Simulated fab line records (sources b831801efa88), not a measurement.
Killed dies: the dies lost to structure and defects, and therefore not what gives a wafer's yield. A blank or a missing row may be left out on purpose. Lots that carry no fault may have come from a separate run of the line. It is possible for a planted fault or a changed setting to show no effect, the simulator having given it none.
Which tool did it? / flow sky130 / 13 lots, 39 wafers sampled, at 4 steps of a route of 708

WHAT THE GAUGES SHOWED, per wafer
SKY_CONTACT_THK_MEAS_26: measures by xrf.
lot=L941; measured=day 32 01:25; on=film metro-02; CONTACT_W_THK (nm)=343 342 343
lot=L943; measured=day 32 15:14; on=film metro-03; CONTACT_W_THK (nm)=345 349 350
lot=L944; measured=day 33 04:08; on=film metro-03; CONTACT_W_THK (nm)=349 349 347
lot=L946; measured=day 33 17:50; on=film metro-02; CONTACT_W_THK (nm)=353 350 349
lot=L945; measured=day 33 21:57; on=film metro-02; CONTACT_W_THK (nm)=350 345 352
lot=L948; measured=day 34 18:59; on=film metro-03; CONTACT_W_THK (nm)=345 345 347
lot=L960; measured=day 38 11:36; on=film metro-01; CONTACT_W_THK (nm)=349 347 347
lot=L961; measured=day 38 14:24; on=film metro-01; CONTACT_W_THK (nm)=349 358 351
lot=L963; measured=day 38 17:55; on=film metro-01; CONTACT_W_THK (nm)=352 361 359
lot=L962; measured=day 38 21:20; on=film metro-02; CONTACT_W_THK (nm)=350 355 350

SKY_METAL1_OVL_MEAS_16.
lot=L941; measured=day 33 04:56; on=overlay-02; METAL1_OVL (nm)=8 15 13
lot=L943; measured=day 33 18:44; on=overlay-01; METAL1_OVL (nm)=0 -5 1
lot=L944; measured=day 34 07:11; on=overlay-02; METAL1_OVL (nm)=0 -3 -8
lot=L946; measured=day 34 20:38; on=overlay-02; METAL1_OVL (nm)=-2 -9 6
lot=L945; measured=day 35 01:11; on=overlay-01; METAL1_OVL (nm)=3 9 11
lot=L948; measured=day 35 21:35; on=overlay-01; METAL1_OVL (nm)=0 -8 -2
lot=L960; measured=day 39 13:35; on=overlay-02; METAL1_OVL (nm)=6 -7 5
lot=L961; measured=day 39 16:44; on=overlay-01; METAL1_OVL (nm)=-6 6 -2
lot=L963; measured=day 39 19:29; on=overlay-02; METAL1_OVL (nm)=2 -4 3
lot=L962; measured=day 39 22:20; on=overlay-01; METAL1_OVL (nm)=7 1 6

WHAT TOOL EACH LOT RAN ON (gives the tool, then ch and the chambers of the sampled wafers, and finally the start)
lot=L941; SKY_LI_CONTACT_ETCH_14=rie diel-02 ch 1,2, day 29 13:31; SKY_LI_CONTACT_SPUTTER_20=pvd sputter-01, day 29 14:01
lot=L943; SKY_LI_CONTACT_ETCH_14=rie diel-02 ch 0,1, day 30 05:22; SKY_LI_CONTACT_SPUTTER_20=pvd sputter-02, day 30 05:52
lot=L944; SKY_LI_CONTACT_ETCH_14=rie diel-04 ch 0,2, day 30 16:47; SKY_LI_CONTACT_SPUTTER_20=pvd sputter-03, day 30 17:17
lot=L946; SKY_LI_CONTACT_ETCH_14=rie diel-04 ch 1,2,3, day 31 08:01; SKY_LI_CONTACT_SPUTTER_20=pvd sputter-01, day 31 08:31
lot=L945; SKY_LI_CONTACT_ETCH_14=rie diel-02 ch 0,2,3, day 31 12:47; SKY_LI_CONTACT_SPUTTER_20=pvd sputter-02, day 31 13:17
lot=L948; SKY_LI_CONTACT_ETCH_14=rie diel-04 ch 0,1,3, day 32 09:21; SKY_LI_CONTACT_SPUTTER_20=pvd sputter-03, day 32 09:51
lot=L954; SKY_LI_CONTACT_ETCH_14=rie diel-03 ch 1,3, day 34 00:16; SKY_LI_CONTACT_SPUTTER_20=pvd sputter-03, day 34 00:46
lot=L955; SKY_LI_CONTACT_ETCH_14=rie diel-04 ch 0,2,3, day 34 09:31; SKY_LI_CONTACT_SPUTTER_20=pvd sputter-02, day 34 10:01
lot=L956; SKY_LI_CONTACT_ETCH_14=rie diel-04 ch 1,2,3, day 34 20:56; SKY_LI_CONTACT_SPUTTER_20=pvd sputter-01, day 34 21:27
lot=L960; SKY_LI_CONTACT_ETCH_14=rie diel-02 ch 1,3, day 36 04:10; SKY_LI_CONTACT_SPUTTER_20=pvd sputter-03, day 36 04:40
lot=L961; SKY_LI_CONTACT_ETCH_14=rie diel-04 ch 0,2, day 36 06:52; SKY_LI_CONTACT_SPUTTER_20=pvd sputter-03, day 36 07:22
lot=L963; SKY_LI_CONTACT_ETCH_14=rie diel-03 ch 0, day 36 10:02; SKY_LI_CONTACT_SPUTTER_20=pvd sputter-03, day 36 10:46
lot=L962; SKY_LI_CONTACT_ETCH_14=rie diel-02 ch 1,2,3, day 36 14:16; SKY_LI_CONTACT_SPUTTER_20=pvd sputter-03, day 36 14:46
- SKY_LI_CONTACT_ETCH_14: etches BARC in N2/H2, stops on SiO2, time 45.9 s, target depth 60 nm.
- SKY_LI_CONTACT_SPUTTER_20: material TiN, target thk 20 nm, time 80 s.

WHAT THE TOOLS THEMSELVES READ (means of the sampled wafers that have a number; where no wafer has one, the mark that the record gives instead)
SKY_LI_CONTACT_ETCH_14.
lot=L941; tool=rie diel-02; drypump motor current A (A)=5.7; oes product au (a.u.)=0.855; throttle valve pct (%)=13.228
lot=L943; tool=rie diel-02; drypump motor current A (A)=5.6; oes product au (a.u.)=0.853; throttle valve pct (%)=13.228
lot=L944; tool=rie diel-04; drypump motor current A (A)=6.2; oes product au (a.u.)=0.857; throttle valve pct (%)=13.219
lot=L946; tool=rie diel-04; drypump motor current A (A)=5.7; oes product au (a.u.)=0.852; throttle valve pct (%)=13.223
lot=L945; tool=rie diel-02; drypump motor current A (A)=5.5; oes product au (a.u.)=0.855; throttle valve pct (%)=13.224
lot=L948; tool=rie diel-04; drypump motor current A (A)=5.7; oes product au (a.u.)=0.857; throttle valve pct (%)=13.230
lot=L954; tool=rie diel-03; drypump motor current A (A)=5.7; oes product au (a.u.)=0.852; throttle valve pct (%)=13.221
lot=L955; tool=rie diel-04; drypump motor current A (A)=6.0; oes product au (a.u.)=0.851; throttle valve pct (%)=13.217
lot=L956; tool=rie diel-04; drypump motor current A (A)=5.7; oes product au (a.u.)=0.855; throttle valve pct (%)=13.231
lot=L960; tool=rie diel-02; drypump motor current A (A)=5.0; oes product au (a.u.)=0.854; throttle valve pct (%)=13.225
lot=L961; tool=rie diel-04; drypump motor current A (A)=6.2; oes product au (a.u.)=0.852; throttle valve pct (%)=13.213
lot=L963; tool=rie diel-03; drypump motor current A (A)=5.7; oes product au (a.u.)=0.853; throttle valve pct (%)=13.232
lot=L962; tool=rie diel-02; drypump motor current A (A)=5.4; oes product au (a.u.)=0.860; throttle valve pct (%)=13.225

SKY_LI_CONTACT_SPUTTER_20.
lot=L941; tool=pvd sputter-01; cathode dc power W (W)=4000.8; chamber pressure pa (Pa)=4.998; throttle valve pct (%)=29.9
lot=L943; tool=pvd sputter-02; cathode dc power W (W)=3999.6; chamber pressure pa (Pa)=5.000; throttle valve pct (%)=29.9
lot=L944; tool=pvd sputter-03; cathode dc power W (W)=3999.6; chamber pressure pa (Pa)=5.004; throttle valve pct (%)=29.4
lot=L946; tool=pvd sputter-01; cathode dc power W (W)=4000.1; chamber pressure pa (Pa)=5.002; throttle valve pct (%)=29.5
lot=L945; tool=pvd sputter-02; cathode dc power W (W)=3999.7; chamber pressure pa (Pa)=4.998; throttle valve pct (%)=30.1
lot=L948; tool=pvd sputter-03; cathode dc power W (W)=4000.6; chamber pressure pa (Pa)=4.998; throttle valve pct (%)=29.8
lot=L954; tool=pvd sputter-03; cathode dc power W (W)=-; chamber pressure pa (Pa)=-; throttle valve pct (%)=-
lot=L955; tool=pvd sputter-02; cathode dc power W (W)=-; chamber pressure pa (Pa)=-; throttle valve pct (%)=-
lot=L956; tool=pvd sputter-01; cathode dc power W (W)=-; chamber pressure pa (Pa)=-; throttle valve pct (%)=-
lot=L960; tool=pvd sputter-03; cathode dc power W (W)=3999.6; chamber pressure pa (Pa)=5.001; throttle valve pct (%)=28.8
lot=L961; tool=pvd sputter-03; cathode dc power W (W)=3999.7; chamber pressure pa (Pa)=4.992; throttle valve pct (%)=29.3
lot=L963; tool=pvd sputter-03; cathode dc power W (W)=4000.3; chamber pressure pa (Pa)=4.996; throttle valve pct (%)=29.6
lot=L962; tool=pvd sputter-03; cathode dc power W (W)=4000.0; chamber pressure pa (Pa)=4.997; throttle valve pct (%)=29.7

THE ANSWER, worked out from the rows above alone
Rule: what is usual is taken from the lots themselves. Put in order of their means at a reading, lots are off if they are a third of the lots or fewer, leave a main group of 4 or more, and stand apart from it by a gap of 3 or more times the standard deviation of the main group's means; of several such gaps the widest counts. Not used: any main group whose means are identical at the precision the tables above print for the reading. Also off: a lot with no number at a reading for which 4 or more lots have one. All remaining lots with rows at the step are treated as sound. Order of review: gauges by route order, followed by the tools' own readings, for which a lot's mean as printed above is used. The first step at which some lot is off is used, and at that step the reading that is off furthest; a lot without a number counts as furthest.
Off at SKY_LI_CONTACT_SPUTTER_20 (cathode dc power W): L954, L955, L956. Without a number there: L954, L955, L956. Mean 4000.0 W and standard deviation 0.42 in the main group.
If a tool, at that step or one of the process steps before it, ran each lot that is off and ran no sound lot following the first of them, it fits. Of those tried, none fits.

WHAT THE SIMULATOR HAD PUT IN
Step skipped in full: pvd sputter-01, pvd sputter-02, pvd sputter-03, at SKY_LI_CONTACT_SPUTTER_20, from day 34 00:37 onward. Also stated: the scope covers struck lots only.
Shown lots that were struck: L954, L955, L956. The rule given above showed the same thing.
